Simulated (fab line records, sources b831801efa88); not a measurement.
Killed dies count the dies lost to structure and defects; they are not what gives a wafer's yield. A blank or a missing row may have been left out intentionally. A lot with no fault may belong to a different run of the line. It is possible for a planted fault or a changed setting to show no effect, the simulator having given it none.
fab line records ; flow gf180mcu
[record] lots = 6; wafers = 18; last_day = 33
route steps=602 shown MVSD@76 MVPSD@78 VT_IMPLANT@90
lots with no fault: from the same line, run without faults
start_h: hours from the record's first day to the start of the lot's first wafer shown ; wait_h: hours elapsed since this lot's preceding step ; " same as the row above ; L1.1+2: several wafers, shown together as one row ; - no value, or no start was given ; * or withheld: withheld ; < > ~ a bound
route shown NAME@n: names a module that has steps shown in the file, with the first one's number in the route ; usual: mean/standard deviation of fault-free wafers ; same: alike in all rows ; chamber/n: place in a boat ; sites: the reading at each site ; _std_site: their standard deviation ; _edge_site: mean of outer sites minus mean of inner sites ; radius_mm: for every site, how far away it sits from the centre of the wafer ; mask NAME#n: copy n ; behind: the tool/chamber that last shaped the wafer ; hold: why the lot was held/for how many hours/how that ended ; device: which transistor (n, p or np) failed to switch ; end of line: at the end of the route, the tests of the same wafers ; where a step has no rows: the recipe by itself ; killed: not the wafer's yield, but the dies lost to structure and defects at the first sort ; map: a wafer's dies, marking killed ones x, the rest . and places with no die _
set.NAME: the setting that was run; set.NAME@STEP: the one run at that earlier step ; model.NAME: the simulator's own value behind a step, which no gauge read
lots at selected steps of the route; one table per step, one row per wafer
services: from which hour (start_h, from the record's first day; less than 0 if before it) a tool's chamber was out of use, for how many hours, and why
[[steps]]
[step GF_MVSD_STRIP_10]
[recipe] chemistry = O2/N2; power_w = 1400; pressure_mtorr = 1500; platen_temp_c = 250; o2_flow_sccm = 3000; n2_flow_sccm = 300; overash_fraction = 0.5
[usual] chamber_pressure_mTorr = 1500.0/1.5; drypump_motor_current_A = 5.4/0.71; heater_power_w = 353/29; oes_product_au = 0.722/0.0045; strip_time_to_endpoint_s = 36.99/0.14
[same] overash_fraction = 0.5
lot.wafer;tool;chamber;start_h;wait_h;chamber_pressure_mTorr;drypump_motor_current_A;heater_power_w;oes_product_au;rf_hours_counter_h;strip_time_to_endpoint_s
L499.2;plasma_asher-04;1;87.49;0.1;1499.2;5.2;401;0.725;29;37.05
L499.3;plasma_asher-04;1;87.49;0.1;1500.3;5.2;404;0.726;-;37.01
L499.5;plasma_asher-04;1;87.49;0.1;1500.3;5.2;409;0.722;-;36.91
L500.2;plasma_asher-03;0;94.81;0.1;1499.6;4.7;351;0.719;41;36.89
L500.3;plasma_asher-03;0;94.81;0.1;1500.9;4.7;354;0.725;-;36.84
L500.6;plasma_asher-03;0;94.81;0.1;1499.5;4.7;363;0.731;-;36.80
L504.1;plasma_asher-02;1;115.36;0.1;1501.4;5.4;332;0.726;49;36.87
L504.2;plasma_asher-02;0;115.36;0.1;1501.3;6.7;339;0.723;49;36.91
L504.5;plasma_asher-02;1;115.36;0.1;1500.5;5.4;337;0.726;-;36.71
L506.1;plasma_asher-03;1;135.89;0.1;1497.4;4.9;323;0.717;46;37.05
L506.4;plasma_asher-03;0;135.89;0.1;1502.7;4.7;352;0.726;-;37.12
L506.5;plasma_asher-03;1;135.89;0.1;1503.1;4.9;321;0.729;-;36.95
L513.2;plasma_asher-04;0;171.85;0.1;1501.7;6.0;391;0.717;37;37.02
L513.5;plasma_asher-04;0;171.85;0.1;1501.3;6.0;376;0.718;-;37.07
L513.6;plasma_asher-04;1;171.85;0.1;1498.8;5.1;397;0.729;-;36.98
L514.1;plasma_asher-03;0;176.95;0.1;1500.7;4.7;359;0.721;50;36.91
L514.5;plasma_asher-03;1;176.95;0.1;1500.8;4.9;324;0.726;-;37.07
L514.6;plasma_asher-03;0;176.95;0.1;1499.9;4.7;363;0.724;-;37.03
[step GF_MVSD_TW_MEAS_11]
[usual] MVSD_TW = 1586/12
lot.wafer;tool;chamber;start_h;wait_h;MVSD_TW
L499.2;film_metro-01;-;87.60;0.1;1579
L499.3;film_metro-01;-;87.60;0.1;1578
L499.5;film_metro-01;-;87.60;0.1;1578
L500.2;film_metro-01;-;94.92;0.1;1594
L500.3;film_metro-01;-;94.92;0.1;1579
L500.6;film_metro-01;-;94.92;0.1;1582
L504.1;film_metro-03;-;115.46;0.1;1600
L504.2;film_metro-03;-;115.46;0.1;1593
L504.5;film_metro-03;-;115.46;0.1;1593
L506.1;film_metro-04;-;135.99;0.1;1603
L506.4;film_metro-04;-;135.99;0.1;1606
L506.5;film_metro-04;-;135.99;0.1;1606
L513.2;film_metro-03;-;171.96;0.1;1596
L513.5;film_metro-03;-;171.96;0.1;1599
L513.6;film_metro-03;-;171.96;0.1;1585
L514.1;film_metro-03;-;177.05;0.1;1588
L514.5;film_metro-03;-;177.05;0.1;1583
L514.6;film_metro-03;-;177.05;0.1;1592
[step GF_MVPSD_DEHYDRATE_00]
[recipe] temp_c = 200; time_s = 60
[step GF_MVPSD_HMDS_01]
[recipe] prime_time_s = 60; prime_temp_c = 120
[step GF_MVPSD_COAT_02]
[recipe] spin_rpm = 2000; resist_thk_nm = 3000
[step GF_MVPSD_SOFTBAKE_03]
[recipe] temp_c = 110; time_s = withheld
[step GF_MVPSD_EXPOSE_04]
[recipe] mask_id = MVPSD; target_cd_nm = 1000; na = 0.6; source_shape = conventional; sigma_outer = 0.6; dose_mj = 260
[step GF_MVPSD_PEB_05]
[recipe] temp_c = 115; time_s = withheld
[step GF_MVPSD_DEVELOP_06]
[recipe] wall_angle_deg = 90; develop_time_s = 60; dev_temp_c = 23
[step GF_MVPSD_OVL_MEAS_07]
[usual] MVPSD_OVL = 0.9/1.5
lot.wafer;tool;chamber;start_h;wait_h;MVPSD_OVL[nm]
L499.2;overlay-02;-;100.11;-;0.6
L499.3;overlay-02;-;100.11;-;0.4
L499.5;overlay-02;-;100.11;-;-2.0
L500.2;overlay-01;-;108.98;-;3.2
L500.3;overlay-01;-;108.98;-;1.4
L500.6;overlay-01;-;108.98;-;-0.1
L504.1;overlay-01;-;130.27;-;1.6
L504.2;overlay-01;-;130.27;-;1.9
L504.5;overlay-01;-;130.27;-;1.9
L506.1;overlay-02;-;151.22;-;-0.7
L506.4;overlay-02;-;151.22;-;0.7
L506.5;overlay-02;-;151.22;-;1.2
L513.2;overlay-02;-;188.43;-;4.1
L513.5;overlay-02;-;188.43;-;2.6
L513.6;overlay-02;-;188.43;-;1.6
L514.1;overlay-01;-;193.37;-;0.3
L514.5;overlay-01;-;193.37;-;-0.4
L514.6;overlay-01;-;193.37;-;-1.3
[step GF_MVPSD_IMPLANT_08]
[recipe] species = B; energy_kev = 170; dose_cm2 = 1.5e+13; tilt_deg = 0
[step GF_MVPSD_IMPLANT_09]
[recipe] species = B; energy_kev = 40; dose_cm2 = 5e+12; tilt_deg = 0
[step GF_MVPSD_STRIP_10]
[recipe] chemistry = O2/N2; power_w = 1400; pressure_mtorr = 1500; platen_temp_c = 250; o2_flow_sccm = 3000; n2_flow_sccm = 300; overash_fraction = 0.5
[usual] chamber_pressure_mTorr = 1500.1/1.5; drypump_motor_current_A = 5.3/0.62; heater_power_w = 341/19; oes_product_au = 0.723/0.0043; overash_fraction = 0.5/0; strip_time_to_endpoint_s = 36.96/0.098
lot.wafer;tool;chamber;start_h;wait_h;chamber_pressure_mTorr;drypump_motor_current_A;heater_power_w;oes_product_au;overash_fraction;rf_hours_counter_h;strip_time_to_endpoint_s;model.coat_of_MVPSD_COAT_02.thk_nm
L499.2;plasma_asher-02;1;100.44;0.1;1500.9;5.4;339;0.715;0.5;47;36.91;0
L499.3;plasma_asher-02;0;100.44;0.1;1500.2;6.7;347;0.722;0.5;-;36.84;0
L499.5;plasma_asher-02;0;100.44;0.1;1500.0;6.7;341;0.730;0.5;-;36.86;0
L500.2;plasma_asher-03;1;109.31;0.1;1500.3;4.9;312;0.720;0.5;43;37.00;0
L500.3;plasma_asher-03;1;109.31;0.1;1500.4;5.0;331;0.721;0.5;-;36.95;0
L500.6;plasma_asher-03;1;109.31;0.1;1498.7;4.9;325;0.727;0.5;-;37.08;0
L504.1;plasma_asher-01;0;130.61;0.1;1502.9;5.2;320;0.726;0.5;1;36.99;0
L504.2;plasma_asher-01;1;130.61;0.1;1500.7;5.3;383;0.727;0.5;1;36.92;0
L504.5;plasma_asher-01;0;130.61;0.1;1499.8;5.2;327;0.732;0.5;-;36.89;0
L506.1;plasma_asher-03;1;151.56;0.1;1501.3;4.9;312;0.721;0.5;48;36.90;0
L506.4;plasma_asher-03;1;151.56;0.1;1498.9;4.9;319;0.724;0.5;-;36.97;0
L506.5;plasma_asher-03;1;151.56;0.1;1499.7;4.9;322;0.725;0.5;-;36.84;0
L513.2;plasma_asher-03;1;188.76;0.1;-;-;-;-;-;-;-;3010
L513.5;plasma_asher-03;1;188.76;0.1;-;-;-;-;-;-;-;3008
L513.6;plasma_asher-03;0;188.76;0.1;-;-;-;-;-;-;-;3011
L514.1;plasma_asher-03;0;193.71;0.1;-;-;-;-;-;-;-;3002
L514.5;plasma_asher-03;1;193.71;0.1;-;-;-;-;-;-;-;3004
L514.6;plasma_asher-03;0;193.71;0.1;-;-;-;-;-;-;-;3004
[step GF_MVPSD_TW_MEAS_11]
[usual] MVPSD_TW = 557/4.1
lot.wafer;tool;chamber;start_h;wait_h;MVPSD_TW
L499.2;film_metro-03;-;100.55;0.1;559
L499.3;film_metro-03;-;100.55;0.1;558
L499.5;film_metro-03;-;100.55;0.1;558
L500.2;film_metro-03;-;109.44;0.1;559
L500.3;film_metro-03;-;109.44;0.1;560
L500.6;film_metro-03;-;109.44;0.1;561
L504.1;film_metro-04;-;130.71;0.1;560
L504.2;film_metro-04;-;130.71;0.1;565
L504.5;film_metro-04;-;130.71;0.1;561
L506.1;film_metro-03;-;151.66;0.1;557
L506.4;film_metro-03;-;151.66;0.1;556
L506.5;film_metro-03;-;151.66;0.1;556
L513.2;film_metro-03;-;188.87;0.1;556
L513.5;film_metro-03;-;188.87;0.1;555
L513.6;film_metro-03;-;188.87;0.1;556
L514.1;film_metro-01;-;193.81;0.1;550
L514.5;film_metro-01;-;193.81;0.1;548
L514.6;film_metro-01;-;193.81;0.1;546
[step GF_VT_IMPLANT_DEHYDRATE_00]
[recipe] temp_c = 200; time_s = 60
[step GF_VT_IMPLANT_HMDS_01]
[recipe] prime_time_s = 60; prime_temp_c = 120
[step GF_VT_IMPLANT_COAT_02]
[recipe] resist = NOVOLAK; spin_rpm = 3000; resist_thk_nm = 1000
[step GF_VT_IMPLANT_SOFTBAKE_03]
[recipe] temp_c = 90; time_s = 60; resist = NOVOLAK
[step GF_VT_IMPLANT_EXPOSE_04]
[recipe] mask_id = LVPWELL_LV_AREA; target_cd_nm = 600; na = 0.6; source_shape = conventional; sigma_outer = 0.6; dose_mj = 140
[step GF_VT_IMPLANT_PEB_05]
[recipe] temp_c = withheld; time_s = *; resist = NOVOLAK
[step GF_VT_IMPLANT_DEVELOP_06]
[recipe] develop_time_s = 60; dev_temp_c = 23
[step GF_VT_IMPLANT_OVL_MEAS_07]
[usual] VT_IMPLANT_OVL = -0.5/1.4
lot.wafer;tool;chamber;start_h;wait_h;VT_IMPLANT_OVL[nm]
L499.2;overlay-02;-;114.38;0.1;0.3
L499.3;overlay-02;-;114.38;0.1;0.7
L499.5;overlay-02;-;114.38;0.1;0.6
L500.2;overlay-01;-;123.42;0.1;-0.1
L500.3;overlay-01;-;123.42;0.1;-0.1
L500.6;overlay-01;-;123.42;0.1;0.3
L504.1;overlay-02;-;145.42;0.1;1.2
L504.2;overlay-02;-;145.42;0.1;0.3
L504.5;overlay-02;-;145.42;0.1;0.1
L506.1;overlay-01;-;166.82;0.1;1.9
L506.4;overlay-01;-;166.82;0.1;-2.0
L506.5;overlay-01;-;166.82;0.1;-0.2
L513.2;overlay-02;-;205.03;0.1;-1.9
L513.5;overlay-02;-;205.03;0.1;-2.2
L513.6;overlay-02;-;205.03;0.1;-1.0
L514.1;overlay-01;-;211.02;0.1;-3.9
L514.5;overlay-01;-;211.02;0.1;-3.4
L514.6;overlay-01;-;211.02;0.1;-3.1
[step GF_VT_IMPLANT_IMPLANT_08]
[recipe] species = BF2; energy_kev = 20; dose_cm2 = 8.29e+12; tilt_deg = 7
[step GF_VT_IMPLANT_STRIP_09]
[recipe] chemistry = O2/N2; power_w = 1400; pressure_mtorr = 1500; platen_temp_c = 250; o2_flow_sccm = 3000; n2_flow_sccm = 300; overash_fraction = 0.5
[usual] chamber_pressure_mTorr = 1500.1/1.4; drypump_motor_current_A = 5.2/0.4; heater_power_w = 357/30; oes_product_au = 0.715/0.0046; strip_time_to_endpoint_s = 12.63/0.031
[same] overash_fraction = 0.5
lot.wafer;tool;chamber;start_h;wait_h;chamber_pressure_mTorr;drypump_motor_current_A;heater_power_w;oes_product_au;rf_hours_counter_h;strip_time_to_endpoint_s
L499.2;plasma_asher-03;0;114.56;0.1;1499.7;4.7;360;0.710;44;12.59
L499.3;plasma_asher-03;1;114.56;0.1;1499.7;4.9;324;0.712;-;12.62
L499.5;plasma_asher-03;1;114.56;0.1;1498.1;4.9;313;0.709;-;12.62
L500.2;plasma_asher-01;0;123.60;0.1;1502.1;5.2;327;0.711;0;12.64
L500.3;plasma_asher-01;0;123.60;0.1;1502.3;5.2;325;0.723;-;12.63
L500.6;plasma_asher-01;0;123.60;0.1;1499.9;5.2;318;0.718;-;12.65
L504.1;plasma_asher-03;1;145.61;0.1;1499.3;4.9;323;0.723;47;12.62
L504.2;plasma_asher-03;0;145.61;0.1;1500.3;4.7;359;0.711;47;12.62
L504.5;plasma_asher-03;0;145.61;0.1;1500.0;4.7;355;0.711;-;12.62
L506.1;plasma_asher-03;0;167.00;0.1;1499.3;4.7;357;0.718;49;12.62
L506.4;plasma_asher-03;0;167.00;0.1;1502.1;4.7;361;0.710;-;12.66
L506.5;plasma_asher-03;1;167.00;0.1;1501.5;4.9;326;0.713;-;12.64
L513.2;plasma_asher-01;0;205.21;0.1;1499.4;5.2;327;0.732;9;57.34
L513.5;plasma_asher-01;1;205.21;0.1;1499.1;5.4;368;0.731;-;57.33
L513.6;plasma_asher-01;0;205.21;0.1;1500.5;5.2;327;0.734;-;57.36
L514.1;plasma_asher-01;1;211.21;0.1;1500.1;5.4;376;0.723;9;57.23
L514.5;plasma_asher-01;0;211.21;0.1;1501.5;5.2;325;0.724;-;57.25
L514.6;plasma_asher-01;1;211.21;0.1;1499.1;5.4;372;0.729;-;57.20
[step GF_VT_IMPLANT_TW_MEAS_10]
[usual] VT_IMPLANT_TW = 564.9/3
lot.wafer;tool;chamber;start_h;wait_h;VT_IMPLANT_TW
L499.2;film_metro-03;-;114.67;0.1;569.4
L499.3;film_metro-03;-;114.67;0.1;569.3
L499.5;film_metro-03;-;114.67;0.1;571.6
L500.2;film_metro-01;-;123.71;0.1;563.0
L500.3;film_metro-01;-;123.71;0.1;566.2
L500.6;film_metro-01;-;123.71;0.1;561.3
L504.1;film_metro-02;-;145.71;0.1;565.6
L504.2;film_metro-02;-;145.71;0.1;565.2
L504.5;film_metro-02;-;145.71;0.1;566.0
L506.1;film_metro-02;-;167.10;0.1;563.0
L506.4;film_metro-02;-;167.10;0.1;567.7
L506.5;film_metro-02;-;167.10;0.1;566.2
L513.2;film_metro-02;-;205.32;0.1;30.2
L513.5;film_metro-02;-;205.32;0.1;30.1
L513.6;film_metro-02;-;205.32;0.1;30.1
L514.1;film_metro-01;-;211.31;0.1;30.0
L514.5;film_metro-01;-;211.31;0.1;29.9
L514.6;film_metro-01;-;211.31;0.1;29.8
[step GF_VT_IMPLANT_DEHYDRATE_11]
[recipe] temp_c = 200; time_s = 60
[[services]]
tool;chamber;start_h;hours;kind
plasma_asher-01;-;108.83;9.0;pm
plasma_asher-01;0;108.83;9.0;vent_cycle
plasma_asher-01;1;108.83;9.0;vent_cycle
plasma_asher-01;-;117.83;2.8;pm
plasma_asher-01;0;117.83;-;clean
plasma_asher-01;1;117.83;-;clean
plasma_asher-03;-;149.64;0.8;repair
plasma_asher-01;-;168.94;0.4;repair
[[key]]
[first_sign] step = GF_MVPSD_STRIP_10; reading = tool_record; direction = missing
[effect] step = GF_VT_IMPLANT_STRIP_09; reading = strip_time_to_endpoint_s; direction = up; sigmas = 99+; usual = *; struck = *
[effect] step = GF_VT_IMPLANT_TW_MEAS_10; reading = VT_IMPLANT_TW; direction = down; sigmas = 99+; usual = 564.9; struck = 30.0
[model_effect] step = GF_MVPSD_STRIP_10; value = coat_of_MVPSD_COAT_02.thk_nm; without = 0; struck = 3007
met_at GF_MVPSD_STRIP_10
struck_wafers L513.2,L513.5,L513.6,L514.1,L514.5,L514.6
sort_left_out L513.2,L513.5,L513.6,L514.1,L514.5,L514.6
tester_left_out L513,L514
onset_between 151.56 188.76
[fault] kind = skipped_step_whole; tool = plasma_asher-03; chamber = -; onset_h = 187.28; steps = GF_MVPSD_STRIP_10; scope = struck_lots_only
// tester_left_out: of these lots the tester's yield and bins aren't shown, on N5 and GAA mostly nor the transistor test; their killed dies are dies lost to structure and defects alone, not to doping, threshold or leakage, so they don't give the yield
// sort_left_out: the simulated sort isn't trusted on such a fault, so these wafers' sort isn't shown, and their yield isn't known
